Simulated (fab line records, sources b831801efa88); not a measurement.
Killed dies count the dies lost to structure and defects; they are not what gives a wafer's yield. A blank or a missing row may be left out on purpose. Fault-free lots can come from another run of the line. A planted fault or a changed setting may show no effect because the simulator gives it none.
fab line records / flow sfq-line / part 2 of 2: steps 26 to 36 of 36
[record] lots = 5 wafers = 15 last-day = 91
route steps=325 shown M6@258 I6@266 M7@281
lots untouched by any fault: they come from a run of this same line in which no faults occurred
start-h: hours from the record's opening day to when the first of the lot's shown wafers began / wait-h: time in hours since the lot's previous step / " same as the row above / L1.1+2: a single row standing in for several wafers / - value missing, or start not given / * or withheld: withheld / < > ~ a bound
route shown NAME@n: NAME is a module with steps in the file, n the number in the route of the first one / usual: mean/standard deviation taken from wafers without a fault / same: alike in all rows / chamber/n: place in a boat / sites: readings site by site / _std_site: standard deviation across them / _edge_site: the outer-site mean with the inner-site mean subtracted / radius-mm: how far each site lies from the wafer's centre / mask NAME#n: copy n / behind: the most recent tool/chamber to have shaped the wafer / hold: cause of the lot's hold/its duration in hours/its outcome / device: the n, p or np transistor that did not switch / end of line: tests of these same wafers at the route's end / a step with no rows: only its recipe / killed: count of dies lost to structure and defects at first sort (not the wafer's yield) / map: the dies of a wafer, with x for killed, . for not killed, _ for no die there
set.NAME: the setting the step ran with; set.NAME@STEP: the setting that earlier step ran with / model.NAME: the simulator's own value behind a step, which no gauge read
lots at selected steps of the route; one table per step, one row per wafer
services: when a tool's chamber went out of use (start-h, in hours from the record's first day, below 0 if earlier), for how many hours, and the reason
[[steps]]
[step SFQ_M7_RS_MEAS_943]
[recipe] thk-meas-gauge = four-point-probe reads = Nb_of_TRILAYER_M7_DEP_SPUTTER_175
[usual] M7_NB_RS = 0.891/0.01
lot.wafer=L076.2 tool=film-metro-04 chamber=- start-h=1828.77 wait-h=0.1 M7_NB_RS[ohm/sq]=0.904
lot.wafer=L076.3 tool=film-metro-04 chamber=- start-h=1828.77 wait-h=0.1 M7_NB_RS[ohm/sq]=0.898
lot.wafer=L076.5 tool=film-metro-04 chamber=- start-h=1828.77 wait-h=0.1 M7_NB_RS[ohm/sq]=0.888
lot.wafer=L081.1 tool=film-metro-04 chamber=- start-h=1848.48 wait-h=0.0 M7_NB_RS[ohm/sq]=0.903
lot.wafer=L081.2 tool=film-metro-04 chamber=- start-h=1848.48 wait-h=0.0 M7_NB_RS[ohm/sq]=0.910
lot.wafer=L081.5 tool=film-metro-04 chamber=- start-h=1848.48 wait-h=0.0 M7_NB_RS[ohm/sq]=0.906
lot.wafer=L082.3 tool=film-metro-04 chamber=- start-h=1856.93 wait-h=0.1 M7_NB_RS[ohm/sq]=0.901
lot.wafer=L082.4 tool=film-metro-04 chamber=- start-h=1856.93 wait-h=0.1 M7_NB_RS[ohm/sq]=0.872
lot.wafer=L082.5 tool=film-metro-04 chamber=- start-h=1856.93 wait-h=0.1 M7_NB_RS[ohm/sq]=0.880
lot.wafer=L087.2 tool=film-metro-02 chamber=- start-h=1904.03 wait-h=0.1 M7_NB_RS[ohm/sq]=0.889
lot.wafer=L087.5 tool=film-metro-02 chamber=- start-h=1904.03 wait-h=0.1 M7_NB_RS[ohm/sq]=0.896
lot.wafer=L087.6 tool=film-metro-02 chamber=- start-h=1904.03 wait-h=0.1 M7_NB_RS[ohm/sq]=0.887
lot.wafer=L094.1 tool=film-metro-04 chamber=- start-h=1939.54 wait-h=0.0 M7_NB_RS[ohm/sq]=0.887
lot.wafer=L094.3 tool=film-metro-04 chamber=- start-h=1939.54 wait-h=0.0 M7_NB_RS[ohm/sq]=0.877
lot.wafer=L094.5 tool=film-metro-04 chamber=- start-h=1939.54 wait-h=0.0 M7_NB_RS[ohm/sq]=0.897
[step SFQ_TRILAYER_M7_LITHO_COAT_182]
[recipe] resist = BARC spin-rpm = 3000 resist-thk-nm = 62.54
[usual] dispense-pressure-kPa = 51/5.8
lot.wafer=L076.2 tool=litho-track-04 chamber=0 start-h=1828.98 wait-h=0.1 dispense-pressure-kPa=44
lot.wafer=L076.3 tool=litho-track-04 chamber=0 start-h=1828.98 wait-h=0.1 dispense-pressure-kPa=44
lot.wafer=L076.5 tool=litho-track-04 chamber=0 start-h=1828.98 wait-h=0.1 dispense-pressure-kPa=44
lot.wafer=L081.1 tool=litho-track-03 chamber=0 start-h=1848.66 wait-h=0.1 dispense-pressure-kPa=57
lot.wafer=L081.2 tool=litho-track-03 chamber=0 start-h=1848.66 wait-h=0.1 dispense-pressure-kPa=57
lot.wafer=L081.5 tool=litho-track-03 chamber=0 start-h=1848.66 wait-h=0.1 dispense-pressure-kPa=57
lot.wafer=L082.3 tool=litho-track-04 chamber=0 start-h=1857.17 wait-h=0.1 dispense-pressure-kPa=44
lot.wafer=L082.4 tool=litho-track-04 chamber=0 start-h=1857.17 wait-h=0.1 dispense-pressure-kPa=44
lot.wafer=L082.5 tool=litho-track-04 chamber=0 start-h=1857.17 wait-h=0.1 dispense-pressure-kPa=44
lot.wafer=L087.2 tool=litho-track-04 chamber=0 start-h=1904.24 wait-h=0.1 dispense-pressure-kPa=44
lot.wafer=L087.5 tool=litho-track-04 chamber=0 start-h=1904.24 wait-h=0.1 dispense-pressure-kPa=44
lot.wafer=L087.6 tool=litho-track-04 chamber=0 start-h=1904.24 wait-h=0.1 dispense-pressure-kPa=44
lot.wafer=L094.1 tool=litho-track-04 chamber=0 start-h=1939.72 wait-h=0.1 dispense-pressure-kPa=44
lot.wafer=L094.3 tool=litho-track-04 chamber=0 start-h=1939.72 wait-h=0.1 dispense-pressure-kPa=44
lot.wafer=L094.5 tool=litho-track-04 chamber=0 start-h=1939.72 wait-h=0.1 dispense-pressure-kPa=44
[step SFQ_TRILAYER_M7_LITHO_COAT_177]
[recipe] resist = KrF spin-rpm = 3000 resist-thk-nm = 600
[usual] dispense-pressure-kPa = 51/5.8
lot.wafer=L076.2 tool=litho-track-04 chamber=0 start-h=1829.28 wait-h=0.2 dispense-pressure-kPa=44
lot.wafer=L076.3 tool=litho-track-04 chamber=0 start-h=1829.28 wait-h=0.2 dispense-pressure-kPa=44
lot.wafer=L076.5 tool=litho-track-04 chamber=0 start-h=1829.28 wait-h=0.2 dispense-pressure-kPa=44
lot.wafer=L081.1 tool=litho-track-03 chamber=0 start-h=1848.96 wait-h=0.2 dispense-pressure-kPa=57
lot.wafer=L081.2 tool=litho-track-03 chamber=0 start-h=1848.96 wait-h=0.2 dispense-pressure-kPa=57
lot.wafer=L081.5 tool=litho-track-03 chamber=0 start-h=1848.96 wait-h=0.2 dispense-pressure-kPa=57
lot.wafer=L082.3 tool=litho-track-04 chamber=0 start-h=1857.47 wait-h=0.2 dispense-pressure-kPa=44
lot.wafer=L082.4 tool=litho-track-04 chamber=0 start-h=1857.47 wait-h=0.2 dispense-pressure-kPa=44
lot.wafer=L082.5 tool=litho-track-04 chamber=0 start-h=1857.47 wait-h=0.2 dispense-pressure-kPa=44
lot.wafer=L087.2 tool=litho-track-04 chamber=0 start-h=1904.54 wait-h=0.2 dispense-pressure-kPa=44
lot.wafer=L087.5 tool=litho-track-04 chamber=0 start-h=1904.54 wait-h=0.2 dispense-pressure-kPa=44
lot.wafer=L087.6 tool=litho-track-04 chamber=0 start-h=1904.54 wait-h=0.2 dispense-pressure-kPa=45
lot.wafer=L094.1 tool=litho-track-04 chamber=0 start-h=1940.02 wait-h=0.2 dispense-pressure-kPa=45
lot.wafer=L094.3 tool=litho-track-04 chamber=0 start-h=1940.02 wait-h=0.2 dispense-pressure-kPa=44
lot.wafer=L094.5 tool=litho-track-04 chamber=0 start-h=1940.02 wait-h=0.2 dispense-pressure-kPa=45
[step SFQ_TRILAYER_M7_LITHO_SOFTBAKE_181]
[recipe] temp-c = withheld time-s = withheld resist = KrF
lot.wafer=L076.2+3+5 tool=litho-track-04 chamber=0 start-h=1829.55 wait-h=0.2
lot.wafer=L081.1+2+5 tool=litho-track-03 chamber=0 start-h=1849.26 wait-h=0.2
lot.wafer=L082.3+4+5 tool=litho-track-04 chamber=0 start-h=1857.72 wait-h=0.2
lot.wafer=L087.2+5+6 tool=litho-track-04 chamber=0 start-h=1904.82 wait-h=0.2
lot.wafer=L094.1+3+5 tool=litho-track-04 chamber=0 start-h=1940.32 wait-h=0.2
[step SFQ_TRILAYER_M7_LITHO_EXPOSE_178]
[recipe] mask-id = M7 na = 0.6 source-shape = conventional sigma-outer = 0.65 target-cd-nm = 500 dose-mj = 14.4
lot.wafer=L076.2+3+5 tool=krf-scanner-01 chamber=0 start-h=1832.89 wait-h=- mask=M7#0
lot.wafer=L081.1+2+5 tool=krf-scanner-02 chamber=0 start-h=1933.95 wait-h=- mask=M7#0
lot.wafer=L082.3+4+5 tool=krf-scanner-02 chamber=0 start-h=1942.75 wait-h=- mask=M7#0
lot.wafer=L087.2+5+6 tool=krf-scanner-02 chamber=0 start-h=1999.20 wait-h=- mask=M7#0
lot.wafer=L094.1+3+5 tool=krf-scanner-01 chamber=0 start-h=2025.76 wait-h=- mask=M7#0
[step SFQ_TRILAYER_M7_LITHO_PEB_180]
[recipe] peb-temp-c = 115 peb-time-s = 60 resist = KrF
[usual] heater-power-total-W = 79.14/0.068 plate-temp-C = 115.00/0.14
lot.wafer=L076.2 tool=litho-track-03 chamber=0 start-h=1833.92 wait-h=0.8 heater-power-total-W=79.19 plate-temp-C=114.80
lot.wafer=L076.3 tool=litho-track-03 chamber=0 start-h=1833.92 wait-h=0.8 heater-power-total-W=79.15 plate-temp-C=114.95
lot.wafer=L076.5 tool=litho-track-03 chamber=0 start-h=1833.92 wait-h=0.8 heater-power-total-W=79.07 plate-temp-C=114.99
lot.wafer=L081.1 tool=litho-track-01 chamber=0 start-h=1935.15 wait-h=1.0 heater-power-total-W=79.23 plate-temp-C=115.02
lot.wafer=L081.2 tool=litho-track-01 chamber=0 start-h=1935.15 wait-h=1.0 heater-power-total-W=79.14 plate-temp-C=115.03
lot.wafer=L081.5 tool=litho-track-01 chamber=0 start-h=1935.15 wait-h=1.0 heater-power-total-W=79.23 plate-temp-C=115.27
lot.wafer=L082.3 tool=litho-track-01 chamber=0 start-h=1943.60 wait-h=0.7 heater-power-total-W=79.15 plate-temp-C=114.94
lot.wafer=L082.4 tool=litho-track-01 chamber=0 start-h=1943.60 wait-h=0.7 heater-power-total-W=79.12 plate-temp-C=115.00
lot.wafer=L082.5 tool=litho-track-01 chamber=0 start-h=1943.60 wait-h=0.7 heater-power-total-W=79.22 plate-temp-C=114.94
lot.wafer=L087.2 tool=litho-track-03 chamber=0 start-h=2000.23 wait-h=0.8 heater-power-total-W=79.13 plate-temp-C=114.96
lot.wafer=L087.5 tool=litho-track-03 chamber=0 start-h=2000.23 wait-h=0.8 heater-power-total-W=79.14 plate-temp-C=115.07
lot.wafer=L087.6 tool=litho-track-03 chamber=0 start-h=2000.23 wait-h=0.8 heater-power-total-W=79.21 plate-temp-C=114.84
lot.wafer=L094.1 tool=litho-track-01 chamber=0 start-h=2026.96 wait-h=1.0 heater-power-total-W=79.02 plate-temp-C=115.22
lot.wafer=L094.3 tool=litho-track-01 chamber=0 start-h=2026.96 wait-h=1.0 heater-power-total-W=79.16 plate-temp-C=114.95
lot.wafer=L094.5 tool=litho-track-01 chamber=0 start-h=2026.96 wait-h=1.0 heater-power-total-W=79.20 plate-temp-C=115.25
[step SFQ_TRILAYER_M7_LITHO_DEVELOP_179]
[recipe] time-s = 60 resist = KrF
[same] time-s = 60
lot.wafer=L076.2+3+5 tool=litho-track-03 chamber=0 start-h=1834.07 wait-h=0.1
lot.wafer=L081.1+2+5 tool=litho-track-01 chamber=0 start-h=1935.30 wait-h=0.1
lot.wafer=L082.3+4+5 tool=litho-track-01 chamber=0 start-h=1943.75 wait-h=0.1
lot.wafer=L087.2+5+6 tool=litho-track-03 chamber=0 start-h=2000.38 wait-h=0.1
lot.wafer=L094.1+3+5 tool=litho-track-01 chamber=0 start-h=2027.11 wait-h=0.1
[step SFQ_M7_OVL_MEAS_945]
[usual] M7_OVL = 3/5.1
lot.wafer=L076.2 tool=overlay-01 chamber=- start-h=1834.20 wait-h=0.1 M7_OVL[nm]=2
lot.wafer=L076.3 tool=overlay-01 chamber=- start-h=1834.20 wait-h=0.1 M7_OVL[nm]=-2
lot.wafer=L076.5 tool=overlay-01 chamber=- start-h=1834.20 wait-h=0.1 M7_OVL[nm]=-2
lot.wafer=L081.1 tool=overlay-01 chamber=- start-h=1935.45 wait-h=0.1 M7_OVL[nm]=1
lot.wafer=L081.2 tool=overlay-01 chamber=- start-h=1935.45 wait-h=0.1 M7_OVL[nm]=4
lot.wafer=L081.5 tool=overlay-01 chamber=- start-h=1935.45 wait-h=0.1 M7_OVL[nm]=4
lot.wafer=L082.3 tool=overlay-01 chamber=- start-h=1943.87 wait-h=0.1 M7_OVL[nm]=5
lot.wafer=L082.4 tool=overlay-01 chamber=- start-h=1943.87 wait-h=0.1 M7_OVL[nm]=5
lot.wafer=L082.5 tool=overlay-01 chamber=- start-h=1943.87 wait-h=0.1 M7_OVL[nm]=8
lot.wafer=L087.2 tool=overlay-02 chamber=- start-h=2000.51 wait-h=0.1 M7_OVL[nm]=1
lot.wafer=L087.5 tool=overlay-02 chamber=- start-h=2000.51 wait-h=0.1 M7_OVL[nm]=3
lot.wafer=L087.6 tool=overlay-02 chamber=- start-h=2000.51 wait-h=0.1 M7_OVL[nm]=5
lot.wafer=L094.1 tool=overlay-02 chamber=- start-h=2027.26 wait-h=0.1 M7_OVL[nm]=17
lot.wafer=L094.3 tool=overlay-02 chamber=- start-h=2027.26 wait-h=0.1 M7_OVL[nm]=17
lot.wafer=L094.5 tool=overlay-02 chamber=- start-h=2027.26 wait-h=0.1 M7_OVL[nm]=8
[step SFQ_TRILAYER_M7_BARC_OPEN_METAL_ETCH_229]
[recipe] mask-material = PR chemistry = O2 target-depth-nm = 125 target = BARC icp-w = 600 bias-w = 80 pressure-mtorr = 10 time-s = 41.7
[usual] drypump-motor-current-A = 5.8/0.46 oes-product-au = 0.688/0.0048
[same] time-s = 41.7
lot.wafer=L076.2 tool=rie-metal-03 chamber=0 start-h=1834.23 wait-h=0.0 drypump-motor-current-A=5.5 oes-product-au=0.686 rf-hours-counter-h=88
lot.wafer=L076.3 tool=rie-metal-03 chamber=1 start-h=1834.23 wait-h=0.0 drypump-motor-current-A=5.2 oes-product-au=0.686 rf-hours-counter-h=-
lot.wafer=L076.5 tool=rie-metal-03 chamber=1 start-h=1834.23 wait-h=0.0 drypump-motor-current-A=5.3 oes-product-au=0.690 rf-hours-counter-h=-
lot.wafer=L081.1 tool=rie-metal-03 chamber=0 start-h=1935.49 wait-h=0.0 drypump-motor-current-A=5.5 oes-product-au=0.683 rf-hours-counter-h=103
lot.wafer=L081.2 tool=rie-metal-03 chamber=1 start-h=1935.49 wait-h=0.0 drypump-motor-current-A=5.2 oes-product-au=0.690 rf-hours-counter-h=72
lot.wafer=L081.5 tool=rie-metal-03 chamber=1 start-h=1935.49 wait-h=0.0 drypump-motor-current-A=5.3 oes-product-au=0.688 rf-hours-counter-h=-
lot.wafer=L082.3 tool=rie-metal-01 chamber=0 start-h=1943.91 wait-h=0.0 drypump-motor-current-A=5.5 oes-product-au=0.691 rf-hours-counter-h=-
lot.wafer=L082.4 tool=rie-metal-01 chamber=1 start-h=1943.91 wait-h=0.0 drypump-motor-current-A=6.5 oes-product-au=0.688 rf-hours-counter-h=-
lot.wafer=L082.5 tool=rie-metal-01 chamber=0 start-h=1943.91 wait-h=0.0 drypump-motor-current-A=5.5 oes-product-au=0.695 rf-hours-counter-h=-
lot.wafer=L087.2 tool=rie-metal-01 chamber=0 start-h=2000.56 wait-h=0.0 drypump-motor-current-A=5.5 oes-product-au=0.688 rf-hours-counter-h=-
lot.wafer=L087.5 tool=rie-metal-01 chamber=0 start-h=2000.56 wait-h=0.0 drypump-motor-current-A=5.5 oes-product-au=0.694 rf-hours-counter-h=-
lot.wafer=L087.6 tool=rie-metal-01 chamber=0 start-h=2000.56 wait-h=0.0 drypump-motor-current-A=5.5 oes-product-au=0.688 rf-hours-counter-h=-
lot.wafer=L094.1 tool=rie-metal-04 chamber=1 start-h=2027.30 wait-h=0.0 drypump-motor-current-A=6.2 oes-product-au=0.690 rf-hours-counter-h=79
lot.wafer=L094.3 tool=rie-metal-04 chamber=0 start-h=2027.30 wait-h=0.0 drypump-motor-current-A=6.2 oes-product-au=0.682 rf-hours-counter-h=-
lot.wafer=L094.5 tool=rie-metal-04 chamber=0 start-h=2027.30 wait-h=0.0 drypump-motor-current-A=6.2 oes-product-au=0.683 rf-hours-counter-h=-
[step SFQ_TRILAYER_M7_ETCH_METAL_ETCH_180]
[recipe] target = Nb stop-on = SiO2 mask-material = PR chemistry = Cl2/Ar target-depth-nm = 240 icp-w = 600 bias-w = 80 pressure-mtorr = 10 time-s = 120
[usual] drypump-motor-current-A = 5.8/0.46 oes-product-au = 0.893/0.0075
[same] time-s = 120
lot.wafer=L076.2 tool=rie-metal-03 chamber=0 start-h=1834.29 wait-h=0.0 drypump-motor-current-A=5.5 oes-product-au=0.885 rf-hours-counter-h=88
lot.wafer=L076.3 tool=rie-metal-03 chamber=1 start-h=1834.29 wait-h=0.0 drypump-motor-current-A=5.2 oes-product-au=0.887 rf-hours-counter-h=-
lot.wafer=L076.5 tool=rie-metal-03 chamber=1 start-h=1834.29 wait-h=0.0 drypump-motor-current-A=5.2 oes-product-au=0.895 rf-hours-counter-h=-
lot.wafer=L081.1 tool=rie-metal-03 chamber=0 start-h=1935.55 wait-h=0.0 drypump-motor-current-A=5.4 oes-product-au=0.879 rf-hours-counter-h=103
lot.wafer=L081.2 tool=rie-metal-03 chamber=1 start-h=1935.55 wait-h=0.0 drypump-motor-current-A=5.3 oes-product-au=0.875 rf-hours-counter-h=73
lot.wafer=L081.5 tool=rie-metal-03 chamber=1 start-h=1935.55 wait-h=0.0 drypump-motor-current-A=5.2 oes-product-au=0.891 rf-hours-counter-h=-
lot.wafer=L082.3 tool=rie-metal-01 chamber=0 start-h=1943.99 wait-h=0.1 drypump-motor-current-A=5.5 oes-product-au=0.887 rf-hours-counter-h=-
lot.wafer=L082.4 tool=rie-metal-01 chamber=1 start-h=1943.99 wait-h=0.1 drypump-motor-current-A=6.6 oes-product-au=0.903 rf-hours-counter-h=-
lot.wafer=L082.5 tool=rie-metal-01 chamber=0 start-h=1943.99 wait-h=0.1 drypump-motor-current-A=5.5 oes-product-au=0.900 rf-hours-counter-h=-
lot.wafer=L087.2 tool=rie-metal-01 chamber=0 start-h=2000.70 wait-h=0.1 drypump-motor-current-A=5.5 oes-product-au=0.887 rf-hours-counter-h=-
lot.wafer=L087.5 tool=rie-metal-01 chamber=0 start-h=2000.70 wait-h=0.1 drypump-motor-current-A=5.5 oes-product-au=0.893 rf-hours-counter-h=-
lot.wafer=L087.6 tool=rie-metal-01 chamber=0 start-h=2000.70 wait-h=0.1 drypump-motor-current-A=5.5 oes-product-au=0.897 rf-hours-counter-h=-
lot.wafer=L094.1 tool=rie-metal-04 chamber=1 start-h=2027.36 wait-h=0.0 drypump-motor-current-A=6.2 oes-product-au=0.899 rf-hours-counter-h=79
lot.wafer=L094.3 tool=rie-metal-04 chamber=0 start-h=2027.36 wait-h=0.0 drypump-motor-current-A=6.2 oes-product-au=0.909 rf-hours-counter-h=-
lot.wafer=L094.5 tool=rie-metal-04 chamber=0 start-h=2027.36 wait-h=0.0 drypump-motor-current-A=6.2 oes-product-au=0.892 rf-hours-counter-h=-
[step SFQ_TRILAYER_M7_STRIP_STRIP_181]
[recipe] gas = O2 power-w = 200 platen-temp-c = 40 overash-fraction = 0.65 chemistry = O2 pressure-mtorr = 50
[usual] drypump-motor-current-A = 5.8/0.46 oes-product-au = 0.999/0.011
lot.wafer=L076.2 tool=rie-metal-03 chamber=0 start-h=1834.41 wait-h=0.1 drypump-motor-current-A=5.4 oes-product-au=0.999 rf-hours-counter-h=88
lot.wafer=L076.3 tool=rie-metal-03 chamber=1 start-h=1834.41 wait-h=0.1 drypump-motor-current-A=5.2 oes-product-au=0.990 rf-hours-counter-h=-
lot.wafer=L076.5 tool=rie-metal-03 chamber=1 start-h=1834.41 wait-h=0.1 drypump-motor-current-A=5.3 oes-product-au=0.981 rf-hours-counter-h=-
lot.wafer=L081.1 tool=rie-metal-03 chamber=0 start-h=1935.68 wait-h=0.1 drypump-motor-current-A=5.5 oes-product-au=1.015 rf-hours-counter-h=103
lot.wafer=L081.2 tool=rie-metal-03 chamber=1 start-h=1935.68 wait-h=0.1 drypump-motor-current-A=5.3 oes-product-au=0.986 rf-hours-counter-h=73
lot.wafer=L081.5 tool=rie-metal-03 chamber=1 start-h=1935.68 wait-h=0.1 drypump-motor-current-A=5.2 oes-product-au=0.986 rf-hours-counter-h=-
lot.wafer=L082.3 tool=rie-metal-01 chamber=0 start-h=1944.28 wait-h=0.2 drypump-motor-current-A=5.5 oes-product-au=0.995 rf-hours-counter-h=-
lot.wafer=L082.4 tool=rie-metal-01 chamber=1 start-h=1944.28 wait-h=0.2 drypump-motor-current-A=6.6 oes-product-au=0.986 rf-hours-counter-h=-
lot.wafer=L082.5 tool=rie-metal-01 chamber=0 start-h=1944.28 wait-h=0.2 drypump-motor-current-A=5.5 oes-product-au=0.992 rf-hours-counter-h=-
lot.wafer=L087.2 tool=rie-metal-01 chamber=0 start-h=2001.11 wait-h=0.4 drypump-motor-current-A=5.5 oes-product-au=0.989 rf-hours-counter-h=-
lot.wafer=L087.5 tool=rie-metal-01 chamber=0 start-h=2001.11 wait-h=0.4 drypump-motor-current-A=5.5 oes-product-au=0.986 rf-hours-counter-h=-
lot.wafer=L087.6 tool=rie-metal-01 chamber=0 start-h=2001.11 wait-h=0.4 drypump-motor-current-A=5.5 oes-product-au=0.979 rf-hours-counter-h=-
lot.wafer=L094.1 tool=rie-metal-04 chamber=1 start-h=2027.48 wait-h=0.1 drypump-motor-current-A=6.2 oes-product-au=1.003 rf-hours-counter-h=79
lot.wafer=L094.3 tool=rie-metal-04 chamber=0 start-h=2027.48 wait-h=0.1 drypump-motor-current-A=6.1 oes-product-au=1.003 rf-hours-counter-h=-
lot.wafer=L094.5 tool=rie-metal-04 chamber=0 start-h=2027.48 wait-h=0.1 drypump-motor-current-A=6.2 oes-product-au=1.010 rf-hours-counter-h=-
[[services]]
tool=krf-scanner-01 chamber=- start-h=1697.14 hours=9.6 kind=repair
tool=rie-metal-01 chamber=- start-h=1712.96 hours=14.6 kind=pm
tool=rie-diel-03 chamber=0 start-h=1724.70 hours=6.0 kind=repair
tool=rie-diel-03 chamber=3 start-h=1726.15 hours=8.1 kind=repair
tool=krf-scanner-02 chamber=- start-h=1733.26 hours=0.8 kind=pm
tool=krf-scanner-01 chamber=- start-h=1745.39 hours=1.0 kind=pm
tool=rie-diel-03 chamber=3 start-h=1748.88 hours=5.1 kind=repair
tool=rie-metal-03 chamber=1 start-h=1781.91 hours=9.6 kind=repair
tool=krf-scanner-01 chamber=- start-h=1785.76 hours=0.5 kind=repair
tool=krf-scanner-02 chamber=- start-h=1791.11 hours=1.0 kind=pm
tool=krf-scanner-01 chamber=- start-h=1797.24 hours=1.3 kind=pm
tool=rie-diel-03 chamber=- start-h=1800.22 hours=2.8 kind=pm
tool=rie-diel-03 chamber=3 start-h=1810.50 hours=2.6 kind=repair
tool=krf-scanner-01 chamber=- start-h=1812.80 hours=4.4 kind=pm
tool=krf-scanner-02 chamber=- start-h=1844.16 hours=1.3 kind=pm
tool=krf-scanner-02 chamber=- start-h=1851.46 hours=7.2 kind=pm
tool=rie-diel-03 chamber=3 start-h=1852.91 hours=3.3 kind=repair
tool=krf-scanner-01 chamber=- start-h=1866.01 hours=1.8 kind=repair
tool=krf-scanner-02 chamber=- start-h=1870.66 hours=3.6 kind=pm
tool=krf-scanner-02 chamber=- start-h=1901.66 hours=0.8 kind=pm
tool=krf-scanner-02 chamber=- start-h=1960.35 hours=1.0 kind=pm
tool=rie-metal-03 chamber=1 start-h=1962.29 hours=14.9 kind=repair
tool=krf-scanner-02 chamber=- start-h=2019.40 hours=1.3 kind=pm
tool=rie-metal-03 chamber=1 start-h=2020.33 hours=4.7 kind=repair
